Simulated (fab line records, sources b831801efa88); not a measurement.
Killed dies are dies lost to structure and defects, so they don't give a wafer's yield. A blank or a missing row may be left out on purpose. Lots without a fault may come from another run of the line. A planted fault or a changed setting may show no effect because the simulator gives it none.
Which tool did it? | flow gf180mcu | 12 lots, 36 wafers sampled, at 1 step of a route of 602

WHAT THE GAUGES READ, wafer by wafer
GF_HV_LDD_THK_MEAS_57.
lot  | measured     | on            | HV_LDD_CVD_56_THK (nm)
L075 | day 13 12:53 | film_metro-04 | 89.5 89.0 89.7
L077 | day 14 08:29 | film_metro-01 | 89.5 89.3 88.8
L079 | day 15 00:55 | film_metro-04 | 89.4 89.3 89.9
L081 | day 15 15:47 | film_metro-04 | 90.8 91.0 91.1
L083 | day 16 06:53 | film_metro-03 | 90.0 89.7 89.9
L085 | day 16 21:32 | film_metro-04 | 91.3 90.8 90.3
L087 | day 17 09:41 | film_metro-03 | 89.1 88.7 89.4
L089 | day 18 03:26 | film_metro-01 | 90.1 90.0 90.2
L091 | day 18 19:38 | film_metro-01 | 89.9 89.9 90.2
L093 | day 19 06:55 | film_metro-04 | 88.9 89.7 90.8
L095 | day 20 01:04 | film_metro-04 | 90.2 89.2 90.2
L097 | day 20 21:33 | film_metro-03 | 90.8 90.4 90.7

WHICH TOOL RAN EACH LOT (tool, then ch and the chambers of the sampled wafers, then the start)
The record holds no process step before these readings.

THE ANSWER, worked out from the rows above alone
Rule: what is usual is taken from the lots themselves. Put in order of their means at a reading, lots are off if they are a third of the lots or fewer, leave a main group of 4 or more, and stand apart from it by a gap of 3 or more times the standard deviation of the main group's means; of several such gaps the widest counts. A main group whose means are all the same, to the digits that the tables above print for the reading, isn't used. A lot without any number at a reading at which 4 lots or more have one is off too. The other lots that the step has rows for count as sound.
No lot is off at any reading shown: from this, nothing can be told.

WHAT THE SIMULATOR HAD PUT IN
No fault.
